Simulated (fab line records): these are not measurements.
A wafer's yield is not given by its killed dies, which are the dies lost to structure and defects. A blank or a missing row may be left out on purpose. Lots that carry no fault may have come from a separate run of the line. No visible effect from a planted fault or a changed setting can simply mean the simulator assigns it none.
Chamber matching :: flow gf180mcu :: rie-diel-04 running GF_POLY_GATE_ETCH_12: 3 sister chambers
The step etches BARC in N2/H2. 3 wafers are shown with their chamber, then 5 later ones without.

WAFERS WITH THEIR CHAMBER
wafer: L534.6
chamber: 1
drypump-motor-current-A (A): 5.4

wafer: L535.1
chamber: 2
drypump-motor-current-A (A): 5.5

wafer: L535.2
chamber: 3
drypump-motor-current-A (A): 5.8

WAFERS MISSING THEIR CHAMBER
wafer: L535.6
drypump-motor-current-A (A): 5.8

wafer: L538.1
drypump-motor-current-A (A): 5.4

wafer: L538.6
drypump-motor-current-A (A): 5.8

wafer: L541.4
drypump-motor-current-A (A): 5.6

wafer: L541.6
drypump-motor-current-A (A): 5.8

CHAMBER TAKEN BY EACH
wafer: L535.6
from the rows above: 3
in truth: 3

wafer: L538.1
from the rows above: 1
in truth: 1

wafer: L538.6
from the rows above: 3
in truth: 3

wafer: L541.4
from the rows above: 2
in truth: 2

wafer: L541.6
from the rows above: 3
in truth: 3
Correct placement for 5 of the 5. Not placeable from these rows: 0. 0 placed wrongly.
How it was worked out, from the rows above alone: a wafer's distance from a chamber is the root of the sum, over the readings, of the square of ((its reading less the chamber's mean) divided by the reading's scatter). If the next closest chamber is less than 2 further off than the closest, the wafer can't be placed; otherwise it belongs to the closest. The mean given for a chamber averages the wafers shown for that chamber. The scatter: root of mean squared gap, hidden wafer to nearest shown wafer, with one shown wafer a chamber.
